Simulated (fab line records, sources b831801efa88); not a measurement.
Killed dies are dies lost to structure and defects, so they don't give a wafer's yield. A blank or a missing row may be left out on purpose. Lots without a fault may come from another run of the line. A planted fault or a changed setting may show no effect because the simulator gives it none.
One fault seen from 2 desks | flow gf180mcu | each desk has only its own numbers; what lay behind them comes last

THE METROLOGY DESK
What the gauges read, lot by lot, whatever tool the lot ran on: means of the sampled wafers that have a number. A lot is out of limits, marked OUT, if its mean lies more than 4 standard deviations from the usual mean; the brackets give that distance.
Columns: A = V2_OVL at GF_V2_OVL_MEAS_15, usual 1 nm; B = V3_CVD_00_THK at GF_V3_THK_MEAS_01, usual 599 nm; C = V3_CVD_02_THK at GF_V3_THK_MEAS_03, usual 851 nm; D = M4_ALCU_RS at GF_M4_RS_MEAS_05, usual 0.0695 ohm/sq
lot  | first seen here | A  | B   | C              | D
L940 | day 20 23:41    | 7  | 597 | 857            | 0.0711
L942 | day 21 17:18    | 5  | 597 | 850            | 0.0690
L943 | day 22 07:31    | -1 | 595 | 840            | 0.0699
L944 | day 22 17:38    | 6  | 598 | 864            | 0.0690
L946 | day 23 09:25    | 1  | 603 | 855            | 0.0693
L945 | day 23 10:27    | 6  | 591 | 843            | 0.0703
L948 | day 24 01:36    | 5  | 592 | 873            | 0.0690
L950 | day 24 19:18    | -4 | 598 | 902 (+4.6) OUT | 0.0707
L957 | day 26 23:28    | -2 | 597 | 845            | 0.0692
L959 | day 27 08:01    | -9 | 601 | 841            | 0.0690
L960 | day 27 14:03    | -0 | 602 | 866            | 0.0686
L961 | day 27 22:13    | 6  | 601 | 856            | 0.0701
This desk's finding: out of limits on L950; first on L950, day 25 19:46 (V3_CVD_02_THK at GF_V3_THK_MEAS_03). In limits: L940, L942, L943, L944, L946, L945, L948, L957, L959, L960, L961.

THE TOOL OWNER'S DESK: pecvd-02
The tool's own readings at GF_V3_CVD_02 (deposits SiO2 from TEOS, target thk 850 nm, time 94.851 s): means of the sampled wafers that have a number, for each lot that ran on this tool. A lot is out of limits, marked OUT, if its mean lies more than 4 standard deviations from the usual mean; the brackets give that distance.
Columns: A = heater_power_w at GF_V3_CVD_02, usual 635 W
lot  | first seen here | A
L945 | day 24 11:21    | 575
L948 | day 25 02:20    | 589
L950 | day 25 19:42    | 580
L959 | day 28 06:10    | 569
This desk's finding: nothing out of limits on any of the 4 lots.

PUT TOGETHER
The metrology desk could have raised an alarm at day 25 19:46, on L950.
The tool owner's desk saw nothing out of limits.
The tool owner's desk has L950 on record, within its limits.
Of the lots named, all ran GF_V3_CVD_02 on pecvd-02.

WHAT THE SIMULATOR HAD PUT IN
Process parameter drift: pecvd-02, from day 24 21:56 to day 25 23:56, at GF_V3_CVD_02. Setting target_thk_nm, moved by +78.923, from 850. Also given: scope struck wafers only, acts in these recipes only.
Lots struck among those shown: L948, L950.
Hours from the fault's start to each desk's first reading out of limits: the metrology desk, 22.
